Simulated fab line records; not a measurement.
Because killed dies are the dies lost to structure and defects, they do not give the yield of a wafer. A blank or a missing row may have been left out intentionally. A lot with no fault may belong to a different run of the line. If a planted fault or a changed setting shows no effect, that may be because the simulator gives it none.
Which tool did it? + flow sky130 + 35 wafers sampled from 12 lots at 1 step of a route of 708

## WHAT THE GAUGES READ, wafer by wafer
SKY_FIELD_ISO_THK_MEAS_04.
| lot  | measured    | on            | FIELD_ISO_CVD_03_THK (nm) |
|------|-------------|---------------|---------------------------|
| L694 | day 2 06:32 | film_metro-01 | 164.5 166.3 166.4         |
| L696 | day 2 16:15 | film_metro-03 | 162.3 161.2 159.3         |
| L697 | day 2 23:54 | film_metro-03 | 162.4 162.2 162.1         |
| L698 | day 3 02:44 | film_metro-01 | 160.3 160.5 160.7         |
| L699 | day 3 06:47 | film_metro-04 | 166.2 165.9 164.6         |
| L700 | day 3 11:12 | film_metro-01 | 161.4 161.1 162.7         |
| L701 | day 3 15:29 | film_metro-01 | 163.6 163.8 163.5         |
| L702 | day 3 20:53 | film_metro-04 | 162.1 162.7 163.2         |
| L703 | day 4 02:25 | film_metro-01 | 163.7 164.2 164.9         |
| L704 | day 4 09:02 | film_metro-03 | 164.3 162.0 164.3         |
| L705 | day 4 13:04 | film_metro-03 | 164.8 163.4 165.0         |
| L711 | day 5 17:29 | film_metro-03 | 166.8 166.0               |

## TOOL THAT RAN EACH LOT (tool first, then ch and the chambers of the sampled wafers, then the start)
Before these readings, the record contains no process step.

## WHAT THE TOOLS THEMSELVES READ (means of the sampled wafers that have a number; where no wafer has one, the mark that the record gives instead)
The record holds no such reading with a usual standard deviation.

## THE ANSWER, worked out from the rows above alone
Rule: the usual values come from the lots themselves. Put in order of their means at a reading, lots are off if they are a third of the lots or fewer, leave a main group of 4 or more, and stand apart from it by a gap of 3 or more times the standard deviation of the main group's means; of several such gaps the widest counts. A main group whose means are all the same, to the digits that the tables above print for the reading, isn't used. A lot without any number at a reading at which 4 lots or more have one is off too. The other lots that the step has rows for count as sound. First the gauges in route order, then the tools' own readings, where a lot's mean is used as printed above. The first step at which some lot is off is used, and at that step the reading that is off furthest; a lot without a number counts as furthest.
No lot is off at any reading shown: from this, nothing can be told.

## WHAT WAS PUT IN BY THE SIMULATOR
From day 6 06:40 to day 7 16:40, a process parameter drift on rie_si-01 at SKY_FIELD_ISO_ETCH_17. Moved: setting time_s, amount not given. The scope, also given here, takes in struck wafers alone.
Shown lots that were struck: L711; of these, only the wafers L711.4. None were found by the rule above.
